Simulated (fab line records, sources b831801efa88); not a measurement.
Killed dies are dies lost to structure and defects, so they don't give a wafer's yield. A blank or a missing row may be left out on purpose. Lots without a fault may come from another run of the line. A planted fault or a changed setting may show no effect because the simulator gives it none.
A struck lot beside a sound one | flow sfq_line | 14 steps out of a route of 325
Sound: wafers L158.1, L158.3, L158.6. Struck: wafers L170.2, L170.5. (L170.3 of the same lot was not struck and is left out.) The cause comes at the end.
At each step with rows: each side's tool, then ch and its chambers, then its first start. Under that, the readings that differ: sound wafers | struck wafers | difference of the means | sigmas: that difference in standard deviations of wafers without a fault.
alike: readings whose means differ by less than 2 such deviations, and words and numbers that are the same on both sides. not compared: withheld readings, readings that some wafer has no value for, bounds like >300 that may hide the same value, and numbers for which the record gives no deviation and whose values overlap.
The two part at a step that has a row with sigmas, a row that says differs or no value, or rows on one side only. Numbers that don't overlap but have no deviation are shown without sigmas and don't part them. A reading that every wafer of one side lacks parts them only if that side has two wafers or more.

SFQ_INCOMING_BOW_MEAS_900:
  sound on film_metro-02, day 1 10:00; struck on film_metro-03, day 3 22:01
  alike: INCOMING_BOW
then, 1 step without rows for these wafers: SFQ_TRILAYER_INCOMING_OXIDATION_002 (target thk 500 nm, ox time 4939 s).
SFQ_TRILAYER_L0_DEP_SPUTTER_003: material MoNx KI, target thk 40 nm, time 100 s.
  sound on pvd_sputter-05, day 1 12:29; struck on pvd_sputter-05, day 4 00:29
  alike: throttle_valve_pct
SFQ_L0_RS_MEAS_901: measures by four-point-probe.
  sound on film_metro-03, day 1 12:34; struck on film_metro-03, day 4 00:35
  alike: L0_MONX_KI_RS
SFQ_L0_THK_MEAS_902: measures by xrf.
  sound on film_metro-03, day 1 12:41; struck on film_metro-03, day 4 00:41
  alike: L0_MONX_KI_THK
then, 6 steps without rows for these wafers: SFQ_TRILAYER_L0_LITHO_COAT_010 (resist thk 62 nm); SFQ_TRILAYER_L0_LITHO_COAT_005 (resist thk 594.7 nm); SFQ_TRILAYER_L0_LITHO_SOFTBAKE_009; SFQ_TRILAYER_L0_LITHO_EXPOSE_006 (exposes mask L0, target cd 2000 nm); SFQ_TRILAYER_L0_LITHO_PEB_008 (peb time 60 s); SFQ_TRILAYER_L0_LITHO_DEVELOP_007 (time 60 s).
-- the record jumps here: 3 days lie between the struck wafers' starts before and after --
SFQ_TRILAYER_L0_BARC_OPEN_METAL_ETCH_010: etches BARC in O2, target depth 125 nm, time 41.7 s.
  sound on rie_metal-04 ch 1, day 3 09:13; struck on rie_metal-04 ch 0, day 7 01:09
  reading                                             | sound             | struck      | difference | sigmas
  oes_product_au (a.u.)                               | 0.688 0.679 0.686 | 0.998 1.011 | +0.320     | +73
  run_length_s (s)                                    | 69.6 69.1 69.3    | 45.7 45.7   | -23.6      | -58
  model.KrF_of_TRILAYER_L0_LITHO_COAT_005.thk_nm (nm) | 515.7 516.2 515.8 | 549.2 549.9 | +33.6      |
  model.etch.depth_nm (nm)                            | 62.28 62.16 62.07 | 52.35 52.22 | -9.89      |
  alike: drypump_motor_current_A
  not compared: rf_hours_counter_h
SFQ_TRILAYER_L0_ETCH_METAL_ETCH_008: etches MoNx KI in SF6/O2, stops on SiO2, target depth 50 nm, time 25 s.
  sound on rie_metal-04 ch 1, day 3 09:20; struck on rie_metal-04 ch 0, day 7 01:13
  reading                                             | sound             | struck      | difference | sigmas
  drypump_motor_current_A (A)                         | 5.9 5.8 5.8       | 4.8 4.8     | -1.0       | -2
  model.KrF_of_TRILAYER_L0_LITHO_COAT_005.thk_nm (nm) | 473.7 474.1 473.6 | 507.6 507.9 | +33.9      |
  alike: oes_product_au, run_length_s
  not compared: rf_hours_counter_h
SFQ_TRILAYER_L0_STRIP_STRIP_009: strips in O2.
  sound on rie_metal-04 ch 1, day 3 09:26; struck on rie_metal-04 ch 0, day 7 01:15
  reading                     | sound       | struck  | difference | sigmas
  drypump_motor_current_A (A) | 5.8 5.8 5.8 | 4.8 4.8 | -1.0       | -2
  alike: oes_product_au
  not compared: rf_hours_counter_h

WHERE THEY PART
First at SFQ_TRILAYER_L0_BARC_OPEN_METAL_ETCH_010; last, within this record, at SFQ_TRILAYER_L0_STRIP_STRIP_009.

WHY: what the simulator had put in
Process parameter drift: rie_metal-04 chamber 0, from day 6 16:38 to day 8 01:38, at SFQ_TRILAYER_L0_BARC_OPEN_METAL_ETCH_010. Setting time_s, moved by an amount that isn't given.
